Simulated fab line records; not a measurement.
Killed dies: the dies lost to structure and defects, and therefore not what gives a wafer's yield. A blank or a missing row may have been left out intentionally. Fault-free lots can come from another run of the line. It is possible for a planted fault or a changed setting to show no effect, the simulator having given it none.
fab line records	flow sky130
record lots=7	wafers=21	last_day=50
route steps=708 shown VT_ADJUST_HVTP@87 VT_ADJUST_LVTN@97 VT_ADJUST_NCORE@119 VT_ADJUST_HVTR@142 VT_ADJUST_PCH@153 SONOS_TUNNEL@166
lots that met no fault: from a run of the same line without faults
start_h: hours from the record's first day to the start of the lot's first wafer shown	wait_h: time in hours since the lot's previous step	" same as the row above	L1.1+2: a single row standing in for several wafers	- value missing, or start not given	* or withheld: withheld	< > ~ a bound
route shown NAME@n: a module of which the file shows steps, and the number in the route of the first	usual: mean/standard deviation taken from wafers without a fault	same: alike in all rows	chamber/n: place in a boat	sites: each site's reading	_std_site: standard deviation of those values	_edge_site: outer sites' mean less inner sites'	radius_mm: how far each site lies from the wafer's centre	mask NAME#n: copy n	behind: the last tool/chamber to shape the wafer	hold: what put the lot on hold/how long, in hours/how the hold closed	device: which transistor (n, p or np) failed to switch	end of line: the tests these same wafers got at the end of their route	where a step has no rows: the recipe by itself	killed: the dies lost at the first sort to structure and to defects; this is not the yield of the wafer	map: the dies of a wafer, with x for killed, . for not killed, _ for no die there
set.NAME: the setting that was run; set.NAME@STEP: the one run at that earlier step	model.NAME: the simulator's own value behind a step, which no gauge read
certain route steps with their lots: each step a table, each wafer a row
services: a tool's chamber out of use, with start hour (start_h, from the record's first day; less than 0 if before it), hours out, and reason
## steps
# step SKY_VT_ADJUST_HVTP_COAT_02
# recipe resist=NOVOLAK	spin_rpm=3000	resist_thk_nm=1140
# step SKY_VT_ADJUST_HVTP_SOFTBAKE_03
# recipe temp_c=90	time_s=60	resist=NOVOLAK
# step SKY_VT_ADJUST_HVTP_EXPOSE_04
# recipe mask_id=HVTPM	na=0.6	source_shape=conventional	sigma_outer=0.6	polarization=unpolarized	target_cd_nm=380	dose_mj=140
# step SKY_VT_ADJUST_HVTP_PEB_05
# recipe temp_c=withheld	time_s=*	resist=NOVOLAK
# step SKY_VT_ADJUST_HVTP_DEVELOP_06
# recipe resist=NOVOLAK	developer=TMAH	develop_time_s=60	dev_temp_c=23
# step SKY_VT_ADJUST_HVTP_CD_MEAS_07
# recipe target_cd_nm=380
# usual cd_nm=380.0/2.6
lot.wafer	tool	chamber	start_h	wait_h	cd_nm
L537.1	cd_sem-02	-	146.03	0.1	382.9
L537.2	"	-	"	"	382.1
L537.5	"	-	"	"	384.8
L542.3	cd_sem-02	-	180.10	0.1	376.4
L542.4	"	-	"	"	377.2
L542.6	"	-	"	"	377.6
L544.3	cd_sem-01	-	180.57	0.1	377.7
L544.4	"	-	"	"	378.2
L544.5	"	-	"	"	379.2
L545.1	cd_sem-01	-	182.91	0.1	376.8
L545.2	"	-	"	"	377.2
L545.5	"	-	"	"	376.7
L551.1	cd_sem-01	-	220.28	0.1	377.8
L551.2	"	-	"	"	376.7
L551.6	"	-	"	"	375.5
L554.2	cd_sem-02	-	238.30	0.1	382.0
L554.3	"	-	"	"	380.3
L554.4	"	-	"	"	379.6
L558.1	cd_sem-02	-	274.83	0.1	376.3
L558.3	"	-	"	"	376.8
L558.4	"	-	"	"	377.4
# step SKY_VT_ADJUST_HVTP_OVL_MEAS_08
# usual VT_ADJUST_HVTP_OVL=0.0/1.4
lot.wafer	tool	chamber	start_h	wait_h	VT_ADJUST_HVTP_OVL[nm]
L537.1	overlay-02	-	146.15	0.1	-2.4
L537.2	"	-	"	"	-2.1
L537.5	"	-	"	"	-3.2
L542.3	overlay-01	-	180.20	0.1	1.5
L542.4	"	-	"	"	0.7
L542.6	"	-	"	"	-0.3
L544.3	overlay-01	-	180.66	0.1	0.4
L544.4	"	-	"	"	1.5
L544.5	"	-	"	"	-0.1
L545.1	overlay-01	-	183.03	0.1	2.6
L545.2	"	-	"	"	1.5
L545.5	"	-	"	"	1.6
L551.1	overlay-01	-	220.40	0.1	-1.9
L551.2	"	-	"	"	-2.5
L551.6	"	-	"	"	-2.2
L554.2	overlay-02	-	238.41	0.1	1.3
L554.3	"	-	"	"	-0.2
L554.4	"	-	"	"	1.8
L558.1	overlay-02	-	274.95	0.1	0.5
L558.3	"	-	"	"	-1.3
L558.4	"	-	"	"	-2.9
# step SKY_VT_ADJUST_HVTP_IMPLANT_09
# recipe species=As	energy_kev=150	dose_cm2=4.3e+12	tilt_deg=withheld
# step SKY_VT_ADJUST_HVTP_STRIP_10
# recipe chemistry=O2/N2	power_w=1400	pressure_mtorr=1500	platen_temp_c=withheld	o2_flow_sccm=3000	n2_flow_sccm=300	overash_fraction=0.5
# usual drypump_motor_current_A=5.4/0.35	oes_product_au=0.716/0.0043	strip_time_to_endpoint_s=14.20/0.04
lot.wafer	tool	chamber	start_h	wait_h	drypump_motor_current_A	oes_product_au	rf_hours_counter_h	strip_time_to_endpoint_s
L537.1	plasma_asher-02	0	146.34	0.1	5.1	0.720	45	14.15
L537.2	"	1	"	"	5.3	0.717	45	14.19
L537.5	"	1	"	"	5.3	0.723	-	14.20
L542.3	plasma_asher-01	1	180.40	0.1	4.9	0.717	-	14.18
L542.4	"	0	"	"	5.8	0.721	-	14.13
L542.6	"	0	"	"	5.7	0.724	-	14.14
L544.3	plasma_asher-03	0	180.87	0.1	5.3	0.717	-	14.21
L544.4	"	1	"	"	5.9	0.717	-	14.21
L544.5	"	0	"	"	5.3	0.715	-	14.24
L545.1	plasma_asher-01	1	183.22	0.1	4.9	0.711	50	14.24
L545.2	"	0	"	"	5.7	0.713	50	14.23
L545.5	"	0	"	"	5.7	0.717	-	14.26
L551.1	plasma_asher-01	1	220.59	0.1	4.9	0.710	54	14.24
L551.2	"	0	"	"	5.7	0.713	54	14.22
L551.6	"	1	"	"	4.9	0.712	-	14.26
L554.2	plasma_asher-01	1	238.59	0.1	4.9	0.712	55	14.20
L554.3	"	0	"	"	5.7	0.718	-	14.21
L554.4	"	1	"	"	4.9	0.725	-	14.23
L558.1	plasma_asher-01	1	275.14	0.1	5.0	0.716	58	14.16
L558.3	"	0	"	"	5.7	0.724	-	14.16
L558.4	"	1	"	"	5.0	0.715	-	14.19
# step SKY_VT_ADJUST_HVTP_TW_MEAS_11
# usual VT_ADJUST_HVTP_TW=1368/13
lot.wafer	tool	chamber	start_h	wait_h	VT_ADJUST_HVTP_TW
L537.1	film_metro-03	-	146.44	0.1	1362
L537.2	"	-	"	"	1362
L537.5	"	-	"	"	1365
L542.3	film_metro-02	-	180.49	0.1	1368
L542.4	"	-	"	"	1371
L542.6	"	-	"	"	1365
L544.3	film_metro-03	-	180.96	0.1	1359
L544.4	"	-	"	"	1353
L544.5	"	-	"	"	1362
L545.1	film_metro-01	-	183.32	0.1	1392
L545.2	"	-	"	"	1392
L545.5	"	-	"	"	1385
L551.1	film_metro-03	-	220.69	0.1	1354
L551.2	"	-	"	"	1355
L551.6	"	-	"	"	1353
L554.2	film_metro-01	-	238.70	0.1	1377
L554.3	"	-	"	"	1384
L554.4	"	-	"	"	1379
L558.1	film_metro-01	-	275.24	0.1	1389
L558.3	"	-	"	"	1400
L558.4	"	-	"	"	1392
# step SKY_VT_ADJUST_LVTN_DEHYDRATE_00
# recipe temp_c=200	time_s=60
# step SKY_VT_ADJUST_LVTN_HMDS_01
# recipe prime_time_s=60	prime_temp_c=120
# step SKY_VT_ADJUST_LVTN_COAT_02
# recipe spin_rpm=2000	resist_thk_nm=3000
# usual chill_plate_temp_C=23.02/0.097	dispense_pressure_kPa=50.6/1.1	exhaust_pa=44.8/0.9	resist_line_temp_C=23.00/0.087
lot.wafer	tool	chamber	start_h	wait_h	chill_plate_temp_C	dispense_pressure_kPa	exhaust_pa	resist_line_temp_C
L537.1	litho_track-02	0	155.70	0.1	23.05	49.8	43.9	22.83
L537.2	"	0	"	"	23.07	49.8	44.2	22.97
L537.5	"	0	"	"	22.92	49.8	45.1	22.79
L542.3	litho_track-04	-	190.69	0.1	-	-	-	-
L542.4	"	-	"	"	-	-	-	-
L542.6	"	-	"	"	-	-	-	-
L544.3	litho_track-04	-	191.34	0.1	-	-	-	-
L544.4	"	-	"	"	-	-	-	-
L544.5	"	-	"	"	-	-	-	-
L545.1	litho_track-02	-	193.50	0.1	-	-	-	-
L545.2	"	-	"	"	-	-	-	-
L545.5	"	-	"	"	-	-	-	-
L551.1	litho_track-01	0	231.38	0.1	23.02	52.5	46.0	22.89
L551.2	"	0	"	"	23.00	52.5	44.1	22.81
L551.6	"	0	"	"	23.04	52.5	45.0	23.01
L554.2	litho_track-04	0	250.11	0.1	23.08	50.1	44.7	22.88
L554.3	"	0	"	"	22.98	50.1	46.8	22.95
L554.4	"	0	"	"	23.02	50.0	45.2	22.96
L558.1	litho_track-02	0	288.45	0.1	23.14	49.8	43.4	22.96
L558.3	"	0	"	"	22.99	49.8	45.0	22.95
L558.4	"	0	"	"	22.95	49.8	45.8	23.02
# step SKY_VT_ADJUST_LVTN_SOFTBAKE_03
# recipe temp_c=110	time_s=withheld
# step SKY_VT_ADJUST_LVTN_EXPOSE_04
# recipe mask_id=NWM_COMPLEMENT_LESS_NATIVE	na=0.6	source_shape=conventional	sigma_outer=0.6	polarization=unpolarized	target_cd_nm=840	dose_mj=194
# step SKY_VT_ADJUST_LVTN_PEB_05
# recipe temp_c=115	time_s=withheld
# step SKY_VT_ADJUST_LVTN_DEVELOP_06
# recipe wall_angle_deg=90	developer=TMAH	develop_time_s=60	dev_temp_c=23
# step SKY_VT_ADJUST_LVTN_OVL_MEAS_07
# usual VT_ADJUST_LVTN_OVL=-0.2/1.6
lot.wafer	tool	chamber	start_h	wait_h	VT_ADJUST_LVTN_OVL[nm]
L537.1	overlay-02	-	165.60	-	-6.2
L537.2	"	-	"	"	-5.0
L537.5	"	-	"	"	-3.3
L542.3	overlay-02	-	201.99	-	-
L542.4	"	-	"	"	-
L542.6	"	-	"	"	-
L544.3	overlay-01	-	202.31	-	-
L544.4	"	-	"	"	-
L544.5	"	-	"	"	-
L545.1	overlay-01	-	204.85	-	-
L545.2	"	-	"	"	-
L545.5	"	-	"	"	-
L551.1	overlay-01	-	242.99	-	1.1
L551.2	"	-	"	"	-0.8
L551.6	"	-	"	"	-0.5
L554.2	overlay-01	-	262.60	-	-0.4
L554.3	"	-	"	"	-1.3
L554.4	"	-	"	"	0.9
L558.1	overlay-01	-	301.23	-	-0.8
L558.3	"	-	"	"	-0.4
L558.4	"	-	"	"	-1.4
# step SKY_VT_ADJUST_LVTN_IMPLANT_08
# recipe species=B	energy_kev=30	dose_cm2=1.57e+12	tilt_deg=withheld
# step SKY_VT_ADJUST_LVTN_STRIP_09
# recipe chemistry=O2/N2	power_w=1400	pressure_mtorr=1500	platen_temp_c=withheld	o2_flow_sccm=3000	n2_flow_sccm=300	overash_fraction=0.5
# usual drypump_motor_current_A=5.7/0.45	oes_product_au=0.722/0.0049	strip_time_to_endpoint_s=36.91/0.1
lot.wafer	tool	chamber	start_h	wait_h	drypump_motor_current_A	oes_product_au	rf_hours_counter_h	strip_time_to_endpoint_s
L537.1	plasma_asher-04	0	165.79	0.1	6.1	0.720	35	36.90
L537.2	"	1	"	"	6.1	0.719	35	36.87
L537.5	"	0	"	"	6.1	0.727	-	36.81
L542.3	plasma_asher-01	1	202.20	0.1	4.9	-	-	-
L542.4	"	0	"	"	5.8	-	-	-
L542.6	"	1	"	"	4.9	-	-	-
L544.3	plasma_asher-04	0	202.52	0.1	6.1	-	-	-
L544.4	"	1	"	"	6.1	-	-	-
L544.5	"	1	"	"	6.1	-	-	-
L545.1	plasma_asher-03	0	205.04	0.1	5.3	-	8	-
L545.2	"	1	"	"	5.9	-	8	-
L545.5	"	0	"	"	5.3	-	-	-
L551.1	plasma_asher-04	0	243.17	0.1	6.1	0.716	43	36.81
L551.2	"	1	"	"	6.1	0.711	43	36.76
L551.6	"	0	"	"	6.1	0.720	-	36.71
L554.2	plasma_asher-01	0	262.78	0.1	5.7	0.726	57	37.01
L554.3	"	0	"	"	5.7	0.735	-	36.96
L554.4	"	1	"	"	4.9	0.716	-	36.97
L558.1	plasma_asher-03	1	301.42	0.1	5.9	0.721	18	36.97
L558.3	"	1	"	"	5.9	0.719	-	36.85
L558.4	"	0	"	"	5.3	0.721	-	37.02
# step SKY_VT_ADJUST_LVTN_TW_MEAS_10
# usual VT_ADJUST_LVTN_TW=243.0/2.8
lot.wafer	tool	chamber	start_h	wait_h	VT_ADJUST_LVTN_TW
L537.1	film_metro-04	-	165.89	0.1	239.8
L537.2	"	-	"	"	238.0
L537.5	"	-	"	"	240.0
L542.3	film_metro-04	-	202.29	0.1	240.9
L542.4	"	-	"	"	242.1
L542.6	"	-	"	"	240.6
L544.3	film_metro-03	-	202.61	0.1	241.8
L544.4	"	-	"	"	241.5
L544.5	"	-	"	"	241.9
L545.1	film_metro-01	-	205.14	0.1	246.9
L545.2	"	-	"	"	247.6
L545.5	"	-	"	"	246.1
L551.1	film_metro-03	-	243.27	0.1	242.1
L551.2	"	-	"	"	242.4
L551.6	"	-	"	"	242.9
L554.2	film_metro-04	-	262.89	0.1	241.2
L554.3	"	-	"	"	239.6
L554.4	"	-	"	"	240.5
L558.1	film_metro-03	-	301.52	0.1	243.4
L558.3	"	-	"	"	242.9
L558.4	"	-	"	"	242.9
# step SKY_VT_ADJUST_LVTN_DEHYDRATE_11
# recipe temp_c=200	time_s=60
# step SKY_VT_ADJUST_LVTN_HMDS_12
# recipe prime_time_s=60	prime_temp_c=120
# step SKY_VT_ADJUST_LVTN_COAT_13
# recipe resist=NOVOLAK	spin_rpm=3000	resist_thk_nm=1140
# step SKY_VT_ADJUST_LVTN_SOFTBAKE_14
# recipe temp_c=90	time_s=60	resist=NOVOLAK
# step SKY_VT_ADJUST_LVTN_EXPOSE_15
# recipe mask_id=HVN_STD_DERIVED	na=0.6	source_shape=conventional	sigma_outer=0.6	polarization=unpolarized	target_cd_nm=600	dose_mj=163
# step SKY_VT_ADJUST_LVTN_PEB_16
# recipe temp_c=withheld	time_s=*	resist=NOVOLAK
# step SKY_VT_ADJUST_LVTN_DEVELOP_17
# recipe resist=NOVOLAK	developer=TMAH	develop_time_s=60	dev_temp_c=23
# step SKY_VT_ADJUST_LVTN_OVL_MEAS_18
# usual VT_ADJUST_LVTN_01_OVL=0.0/1.7
lot.wafer	tool	chamber	start_h	wait_h	VT_ADJUST_LVTN_01_OVL[nm]
L537.1	overlay-01	-	185.93	0.1	1.1
L537.2	"	-	"	"	1.5
L537.5	"	-	"	"	2.0
L542.3	overlay-01	-	223.61	0.1	1.8
L542.4	"	-	"	"	3.2
L542.6	"	-	"	"	2.6
L544.3	overlay-02	-	224.59	0.1	-1.7
L544.4	"	-	"	"	-3.2
L544.5	"	-	"	"	-0.7
L545.1	overlay-02	-	226.54	0.1	0.2
L545.2	"	-	"	"	2.2
L545.5	"	-	"	"	0.6
L551.1	overlay-02	-	267.35	0.1	-0.7
L551.2	"	-	"	"	0.8
L551.6	"	-	"	"	0.2
L554.2	overlay-02	-	287.35	0.1	0.2
L554.3	"	-	"	"	-1.3
L554.4	"	-	"	"	-2.4
L558.1	overlay-02	-	327.33	0.1	-0.6
L558.3	"	-	"	"	1.4
L558.4	"	-	"	"	0.1
# step SKY_VT_ADJUST_LVTN_IMPLANT_19
# recipe species=B	energy_kev=30	dose_cm2=6.5e+11	tilt_deg=withheld
# step SKY_VT_ADJUST_LVTN_STRIP_20
# recipe chemistry=O2/N2	power_w=1400	pressure_mtorr=1500	platen_temp_c=withheld	o2_flow_sccm=3000	n2_flow_sccm=300	overash_fraction=0.5
# usual drypump_motor_current_A=5.6/0.46	oes_product_au=0.715/0.0049	strip_time_to_endpoint_s=14.20/0.047
lot.wafer	tool	chamber	start_h	wait_h	drypump_motor_current_A	oes_product_au	rf_hours_counter_h	strip_time_to_endpoint_s
L537.1	plasma_asher-01	1	186.12	0.1	5.0	0.713	50	14.23
L537.2	"	0	"	"	5.7	0.715	50	14.23
L537.5	"	1	"	"	4.9	0.717	-	14.24
L542.3	plasma_asher-01	0	223.82	0.1	5.7	0.717	-	14.18
L542.4	"	1	"	"	4.9	0.715	-	14.17
L542.6	"	0	"	"	5.7	0.712	-	14.16
L544.3	plasma_asher-01	1	224.80	0.1	4.9	0.719	-	14.20
L544.4	"	0	"	"	5.7	0.721	-	14.21
L544.5	"	1	"	"	4.9	0.702	-	14.16
L545.1	plasma_asher-01	1	226.72	0.1	5.0	0.711	54	14.26
L545.2	"	0	"	"	5.7	0.707	54	14.19
L545.5	"	0	"	"	5.7	0.715	-	14.23
L551.1	plasma_asher-04	1	267.53	0.1	6.1	0.711	45	14.26
L551.2	"	0	"	"	6.1	0.711	45	14.21
L551.6	"	0	"	"	6.1	0.707	-	14.20
L554.2	plasma_asher-04	0	287.53	0.1	6.1	0.719	47	14.29
L554.3	"	0	"	"	6.1	0.717	-	14.30
L554.4	"	1	"	"	6.2	0.713	-	14.28
L558.1	plasma_asher-01	1	327.52	0.1	4.9	0.712	64	14.26
L558.3	"	1	"	"	4.9	0.719	-	14.25
L558.4	"	0	"	"	5.8	0.717	-	14.23
# step SKY_VT_ADJUST_LVTN_TW_MEAS_21
# usual VT_ADJUST_LVTN_2_TW=189.8/2.2
lot.wafer	tool	chamber	start_h	wait_h	VT_ADJUST_LVTN_2_TW
L537.1	film_metro-03	-	186.22	0.1	188.2
L537.2	"	-	"	"	188.5
L537.5	"	-	"	"	187.3
L542.3	film_metro-04	-	223.91	0.1	266.8
L542.4	"	-	"	"	265.9
L542.6	"	-	"	"	264.9
L544.3	film_metro-01	-	224.89	0.1	271.6
L544.4	"	-	"	"	272.0
L544.5	"	-	"	"	272.8
L545.1	film_metro-01	-	226.82	0.1	271.3
L545.2	"	-	"	"	272.3
L545.5	"	-	"	"	271.4
L551.1	film_metro-04	-	267.63	0.1	187.9
L551.2	"	-	"	"	187.6
L551.6	"	-	"	"	188.5
L554.2	film_metro-01	-	287.64	0.1	193.3
L554.3	"	-	"	"	193.0
L554.4	"	-	"	"	192.4
L558.1	film_metro-04	-	327.62	0.1	188.6
L558.3	"	-	"	"	188.5
L558.4	"	-	"	"	188.5
# step SKY_VT_ADJUST_NCORE_DEHYDRATE_00
# recipe temp_c=200	time_s=59.08
# step SKY_VT_ADJUST_NCORE_HMDS_01
# recipe prime_time_s=60	prime_temp_c=120
# step SKY_VT_ADJUST_NCORE_COAT_02
# recipe resist=NOVOLAK	spin_rpm=3000	resist_thk_nm=1140
# step SKY_VT_ADJUST_NCORE_SOFTBAKE_03
# recipe temp_c=90	time_s=60	resist=NOVOLAK
# step SKY_VT_ADJUST_NCORE_EXPOSE_04
# recipe mask_id=LVTN_COMPLEMENT_THIN	na=0.6	source_shape=conventional	sigma_outer=0.6	polarization=unpolarized	target_cd_nm=380	dose_mj=139
# step SKY_VT_ADJUST_NCORE_PEB_05
# recipe temp_c=withheld	time_s=*	resist=NOVOLAK
# step SKY_VT_ADJUST_NCORE_DEVELOP_06
# recipe resist=NOVOLAK	developer=TMAH	develop_time_s=60	dev_temp_c=23
# step SKY_VT_ADJUST_NCORE_CD_MEAS_07
# recipe target_cd_nm=380
# usual cd_nm=379.3/2.5
lot.wafer	tool	chamber	start_h	wait_h	cd_nm
L537.1	cd_sem-01	-	207.36	0.1	376.9
L537.2	"	-	"	"	377.3
L537.5	"	-	"	"	379.5
L542.3	cd_sem-02	-	246.34	0.1	379.1
L542.4	"	-	"	"	378.8
L542.6	"	-	"	"	380.1
L544.3	cd_sem-01	-	247.24	0.1	379.8
L544.4	"	-	"	"	379.7
L544.5	"	-	"	"	379.0
L545.1	cd_sem-01	-	248.99	0.1	377.0
L545.2	"	-	"	"	377.9
L545.5	"	-	"	"	378.0
L551.1	cd_sem-02	-	291.93	0.1	377.8
L551.2	"	-	"	"	376.8
L551.6	"	-	"	"	375.2
L554.2	cd_sem-01	-	313.38	0.1	378.5
L554.3	"	-	"	"	377.9
L554.4	"	-	"	"	378.7
L558.1	cd_sem-02	-	353.81	0.1	376.3
L558.3	"	-	"	"	374.2
L558.4	"	-	"	"	377.1
# step SKY_VT_ADJUST_NCORE_OVL_MEAS_08
# usual VT_ADJUST_NCORE_OVL=-0.1/1.4
lot.wafer	tool	chamber	start_h	wait_h	VT_ADJUST_NCORE_OVL[nm]
L537.1	overlay-02	-	207.48	0.1	-1.2
L537.2	"	-	"	"	-2.6
L537.5	"	-	"	"	-3.2
L542.3	overlay-02	-	246.43	0.1	-1.3
L542.4	"	-	"	"	1.3
L542.6	"	-	"	"	-0.2
L544.3	overlay-02	-	247.33	0.1	0.8
L544.4	"	-	"	"	0.1
L544.5	"	-	"	"	-1.8
L545.1	overlay-01	-	249.11	0.1	-1.5
L545.2	"	-	"	"	0.2
L545.5	"	-	"	"	-1.2
L551.1	overlay-01	-	292.05	0.1	-0.6
L551.2	"	-	"	"	0.0
L551.6	"	-	"	"	0.9
L554.2	overlay-02	-	313.49	0.1	-1.8
L554.3	"	-	"	"	-1.8
L554.4	"	-	"	"	-3.2
L558.1	overlay-02	-	353.93	0.1	-1.1
L558.3	"	-	"	"	-0.3
L558.4	"	-	"	"	-2.5
# step SKY_VT_ADJUST_NCORE_IMPLANT_09
# recipe species=B	energy_kev=10	dose_cm2=2.4e+12	tilt_deg=withheld
# step SKY_VT_ADJUST_NCORE_TW_MEAS_11
# usual VT_ADJUST_NCORE_TW=219.6/1.1
lot.wafer	tool	chamber	start_h	wait_h	VT_ADJUST_NCORE_TW
L537.1	film_metro-03	-	207.77	0.1	218.4
L537.2	"	-	"	"	219.7
L537.5	"	-	"	"	218.1
L542.3	film_metro-03	-	246.72	0.1	285.2
L542.4	"	-	"	"	284.8
L542.6	"	-	"	"	282.6
L544.3	film_metro-03	-	247.62	0.1	285.2
L544.4	"	-	"	"	284.7
L544.5	"	-	"	"	284.7
L545.1	film_metro-02	-	249.39	0.1	283.8
L545.2	"	-	"	"	283.3
L545.5	"	-	"	"	283.4
L551.1	film_metro-04	-	292.34	0.1	220.7
L551.2	"	-	"	"	219.1
L551.6	"	-	"	"	219.4
L554.2	film_metro-03	-	313.78	0.1	218.9
L554.3	"	-	"	"	220.4
L554.4	"	-	"	"	219.5
L558.1	film_metro-03	-	354.22	0.1	220.4
L558.3	"	-	"	"	220.2
L558.4	"	-	"	"	221.4
# step SKY_VT_ADJUST_HVTR_TW_MEAS_11
# usual VT_ADJUST_HVTR_TW=212.9/2.4
lot.wafer	tool	chamber	start_h	wait_h	VT_ADJUST_HVTR_TW
L537.1	film_metro-04	-	229.87	0.1	211.5
L537.2	"	-	"	"	210.9
L537.5	"	-	"	"	209.7
L542.3	film_metro-04	-	271.57	0.1	277.0
L542.4	"	-	"	"	278.1
L542.6	"	-	"	"	277.5
L544.3	film_metro-02	-	272.01	0.1	279.4
L544.4	"	-	"	"	280.1
L544.5	"	-	"	"	280.0
L545.1	film_metro-02	-	274.07	0.1	281.5
L545.2	"	-	"	"	281.5
L545.5	"	-	"	"	278.6
L551.1	film_metro-04	-	318.74	0.1	210.7
L551.2	"	-	"	"	210.9
L551.6	"	-	"	"	210.9
L554.2	film_metro-02	-	339.61	0.1	211.4
L554.3	"	-	"	"	212.5
L554.4	"	-	"	"	214.5
L558.1	film_metro-01	-	382.39	0.1	218.3
L558.3	"	-	"	"	218.0
L558.4	"	-	"	"	216.5
# step SKY_VT_ADJUST_PCH_TW_MEAS_10
# usual VT_ADJUST_PCH_TW=145.3/1.6
lot.wafer	tool	chamber	start_h	wait_h	VT_ADJUST_PCH_TW
L537.1	film_metro-03	-	253.15	0.1	144.2
L537.2	"	-	"	"	143.8
L537.5	"	-	"	"	144.1
L542.3	film_metro-02	-	296.69	0.1	253.5
L542.4	"	-	"	"	254.5
L542.6	"	-	"	"	253.3
L544.3	film_metro-03	-	296.99	0.1	252.9
L544.4	"	-	"	"	253.6
L544.5	"	-	"	"	252.1
L545.1	film_metro-02	-	298.97	0.1	252.7
L545.2	"	-	"	"	254.7
L545.5	"	-	"	"	252.3
L551.1	film_metro-02	-	344.87	0.1	143.6
L551.2	"	-	"	"	144.1
L551.6	"	-	"	"	143.5
L554.2	film_metro-03	-	366.88	0.1	144.5
L554.3	"	-	"	"	143.9
L554.4	"	-	"	"	143.9
L558.1	film_metro-02	-	411.20	0.1	144.7
L558.3	"	-	"	"	144.4
L558.4	"	-	"	"	145.2
# step SKY_SONOS_TUNNEL_TW_MEAS_12
# usual SONOS_TUNNEL_TW=198.8/2.4
lot.wafer	tool	chamber	start_h	wait_h	SONOS_TUNNEL_TW
L537.1	film_metro-04	-	278.03	0.0	195.8
L537.2	"	-	"	"	196.7
L537.5	"	-	"	"	197.4
L542.3	film_metro-03	-	323.92	0.0	273.4
L542.4	"	-	"	"	271.9
L542.6	"	-	"	"	272.1
L544.3	film_metro-01	-	324.17	0.0	278.5
L544.4	"	-	"	"	277.1
L544.5	"	-	"	"	277.3
L545.1	film_metro-01	-	325.45	0.0	279.2
L545.2	"	-	"	"	278.7
L545.5	"	-	"	"	278.6
L551.1	film_metro-03	-	372.55	0.0	199.0
L551.2	"	-	"	"	197.6
L551.6	"	-	"	"	198.7
L554.2	film_metro-03	-	396.42	0.0	198.7
L554.3	"	-	"	"	199.2
L554.4	"	-	"	"	198.8
L558.1	film_metro-03	-	442.11	0.0	197.5
L558.3	"	-	"	"	197.0
L558.4	"	-	"	"	198.2
## services
tool	chamber	start_h	hours	kind
plasma_asher-01	-	137.26	1.7	repair
plasma_asher-01	-	244.93	0.5	repair
plasma_asher-04	-	250.25	0.4	repair
plasma_asher-01	-	252.68	9.1	repair
plasma_asher-03	-	279.11	2.8	pm
plasma_asher-02	-	295.69	2.2	repair
litho_track-04	-	314.38	-	consumable_replace:filter
plasma_asher-02	-	317.88	5.0	repair
## key
first_sign step=SKY_VT_ADJUST_LVTN_COAT_02	reading=tool_record	direction=missing
effect step=SKY_VT_ADJUST_LVTN_OVL_MEAS_07	reading=VT_ADJUST_LVTN_OVL	direction=missing
effect step=SKY_VT_ADJUST_LVTN_TW_MEAS_21	reading=VT_ADJUST_LVTN_2_TW	direction=up	sigmas=36	usual=189.8	struck=269.9
effect step=SKY_VT_ADJUST_NCORE_TW_MEAS_11	reading=VT_ADJUST_NCORE_TW	direction=up	sigmas=60	usual=219.6	struck=284.2
effect step=SKY_VT_ADJUST_HVTR_TW_MEAS_11	reading=VT_ADJUST_HVTR_TW	direction=up	sigmas=28	usual=212.9	struck=279.3
effect step=SKY_VT_ADJUST_PCH_TW_MEAS_10	reading=VT_ADJUST_PCH_TW	direction=up	sigmas=68	usual=145.3	struck=253.3
effect step=SKY_SONOS_TUNNEL_TW_MEAS_12	reading=SONOS_TUNNEL_TW	direction=up	sigmas=32	usual=198.8	struck=276.3
met_at SKY_VT_ADJUST_LVTN_COAT_02
struck_wafers L542.3,L542.4,L542.6,L544.3,L544.4,L544.5,L545.1,L545.2,L545.5
sort_left_out L542.3,L542.4,L542.6,L544.3,L544.4,L544.5,L545.1,L545.2,L545.5
tester_left_out L542,L544,L545
onset_between 155.70 190.69
fault kind=skipped_step_whole	tool=litho_track-02,litho_track-04	chamber=-	onset_h=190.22	steps=SKY_VT_ADJUST_LVTN_COAT_02	scope=struck_lots_only
# tester_left_out: of these lots the tester's yield and bins aren't shown, on N5 and GAA mostly nor the transistor test; their killed dies are dies lost to structure and defects alone, not to doping, threshold or leakage, so they don't give the yield
# sort_left_out: the simulated sort isn't trusted on such a fault, so these wafers' sort isn't shown, and their yield isn't known
